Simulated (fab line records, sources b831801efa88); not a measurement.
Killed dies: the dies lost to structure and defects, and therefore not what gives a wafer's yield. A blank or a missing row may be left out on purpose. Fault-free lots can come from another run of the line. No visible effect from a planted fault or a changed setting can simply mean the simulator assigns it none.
Which tool is to blame? -- flow gf180mcu -- 11 lots, 32 wafers sampled, at 4 steps of a route of 602

## WHAT EACH GAUGE READ, for each wafer
GF_V5_OVL_MEAS_15.
lot,measured,on,V5_OVL (nm)
L526,day 27 07:45,overlay-01,-9 -3 -13
L527,day 27 19:42,overlay-02,-10 -1 3
L530,day 28 06:41,overlay-01,0 -10 -5
L529,day 28 12:44,overlay-01,1 -6 -3
L536,day 30 11:58,overlay-02,-8
L540,day 31 20:43,overlay-01,2 4
L542,day 32 06:29,overlay-01,1 7 2
L544,day 32 10:39,overlay-01,-12 -6 -13
L545,day 32 17:11,overlay-02,-13 -17 -20
L547,day 33 02:38,overlay-01,-14 -7 -3
L549,day 33 09:21,overlay-02,3 -7 -7

## EACH LOT AND THE TOOL THAT RAN IT (in order: tool; ch and the chambers of the sampled wafers; start)
lot,GF_V4_ETCH_16,GF_MIM_SPUTTER_07,GF_MIM_METAL_ETCH_19
L526,"rie-diel-01 ch 1,2,3, day 24 14:59","pvd-sputter-04, day 24 16:40","rie-metal-02 ch 0,1, day 25 13:49"
L527,"rie-diel-02 ch 0,3, day 25 02:05","pvd-sputter-04, day 25 03:46","rie-metal-02 ch 1, day 26 01:07"
L530,"rie-diel-04 ch 0,2, day 25 16:10","pvd-sputter-04, day 25 17:53","rie-metal-01 ch 0,1, day 26 14:17"
L529,"rie-diel-04 ch 0, day 25 21:43","pvd-sputter-01, day 25 23:27","rie-metal-01 ch 0,1, day 26 19:46"
L536,"rie-diel-02 ch 0,3, day 27 23:29","pvd-sputter-04, day 28 01:10","rie-metal-02 ch 0, day 28 20:19"
L540,"rie-diel-01 ch 0,3, day 29 11:40","pvd-sputter-04, day 29 13:20","rie-metal-04 ch 0,1, day 30 08:01"
L542,"rie-diel-02 ch 1,2, day 29 22:04","pvd-sputter-03, day 29 23:44","rie-metal-01 ch 0,1, day 30 18:13"
L544,"rie-diel-02 ch 0,1,3, day 30 02:10","pvd-sputter-03, day 30 03:52","rie-metal-01 ch 0,1, day 30 22:22"
L545,"rie-diel-01 ch 0,2, day 30 09:05","pvd-sputter-03, day 30 10:47","rie-metal-01 ch 0,1, day 31 04:34"
L547,"rie-diel-02 ch 1,2,3, day 30 19:01","pvd-sputter-03, day 30 20:46","rie-metal-04 ch 1, day 31 14:20"
L549,"rie-diel-02 ch 0,1,2, day 31 03:11","pvd-sputter-03, day 31 04:52","rie-metal-01 ch 0,1, day 31 22:20"
- GF_V4_ETCH_16: etches BARC in N2/H2.
- GF_MIM_SPUTTER_07: material TiN, target thk 60 nm, time 50 s.
- GF_MIM_METAL_ETCH_19: etches the open film in Cl2/BCl3, stops on Si3N4, target depth 324.5 nm, time 54.1 s.

## THE ANSWER, worked out from the rows above alone
Rule: usual is defined by the lots themselves. The widest of any qualifying gaps counts: lots, ordered by their means at a reading, are off when they make up no more than a third of the lots, leave a main group of 4 or more, and stand apart from it by 3 or more times the standard deviation of that group's means. If all means in a main group match to the digits the tables above print for the reading, that group is not used. A lot without any number at a reading at which 4 lots or more have one is off too. The other lots that the step has rows for count as sound.
Across all readings shown, no lot is off: no conclusion can be drawn from this.

## WHAT THE SIMULATOR HAD PUT IN
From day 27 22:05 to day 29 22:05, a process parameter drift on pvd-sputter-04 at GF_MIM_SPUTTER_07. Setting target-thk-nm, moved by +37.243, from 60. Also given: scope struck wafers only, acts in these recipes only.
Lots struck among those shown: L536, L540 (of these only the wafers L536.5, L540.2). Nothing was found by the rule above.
